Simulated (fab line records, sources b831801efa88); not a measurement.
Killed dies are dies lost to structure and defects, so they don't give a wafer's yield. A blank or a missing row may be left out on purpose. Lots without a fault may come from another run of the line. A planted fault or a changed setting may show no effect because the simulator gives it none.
One fault seen from 2 desks | flow sky130 | each desk has only its own numbers; what lay behind them comes last

THE TOOL OWNER'S DESK: litho_track-02
The tool's own readings at SKY_VIA2_DEVELOP_11 (develop time 60 s): means of the sampled wafers that have a number, for each lot that ran on this tool. A lot is out of limits, marked OUT, if its mean lies more than 4 standard deviations from the usual mean; the brackets give that distance.
Columns: A = developer_temp_C at SKY_VIA2_DEVELOP_11, usual 20.98 C
lot  | first seen here | A
L400 | day 37 08:00    | 21.02
L401 | day 37 23:00    | 20.97
L402 | day 38 11:00    | 21.03
L404 | day 38 16:00    | 21.70 (+7.4) OUT
L405 | day 39 07:00    | 21.55 (+5.8) OUT
L409 | day 40 12:00    | 21.58 (+6.2) OUT
This desk's finding: out of limits on L404, L405, L409; first on L404, day 38 16:00 (developer_temp_C at SKY_VIA2_DEVELOP_11). In limits: L400, L401, L402.

THE METROLOGY DESK
What the gauges read, lot by lot, whatever tool the lot ran on: means of the sampled wafers that have a number. A lot is out of limits, marked OUT, if its mean lies more than 4 standard deviations from the usual mean; the brackets give that distance.
Columns: A = VIA2_OVL at SKY_VIA2_OVL_MEAS_13, usual 0 nm
lot  | first seen here | A
L400 | day 37 08:40    | -10
L399 | day 37 11:48    | -3
L401 | day 37 23:37    | 4
L402 | day 38 11:31    | 0
L403 | day 38 13:27    | 1
L404 | day 38 16:46    | 9
L405 | day 39 07:40    | -1
L409 | day 40 12:55    | -4
L413 | day 41 11:09    | -2
L414 | day 41 16:58    | 1
L415 | day 42 04:24    | -2
L417 | day 42 11:42    | 1
This desk's finding: nothing out of limits on any of the 12 lots.

PUT TOGETHER
The tool owner's desk could have raised an alarm at day 38 16:00, on L404, L405, L409.
The metrology desk saw nothing out of limits.
The metrology desk has L404, L405, L409 on record, within its limits.
Of the lots named, all ran SKY_VIA2_DEVELOP_11 on litho_track-02.

WHAT THE SIMULATOR HAD PUT IN
Process parameter drift: litho_track-02, from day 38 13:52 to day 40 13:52, at SKY_VIA2_DEVELOP_11. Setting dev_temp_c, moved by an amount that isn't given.
Lots struck among those shown: L404, L405, L409.
Hours from the fault's start to each desk's first reading out of limits: the tool owner's desk, 2.
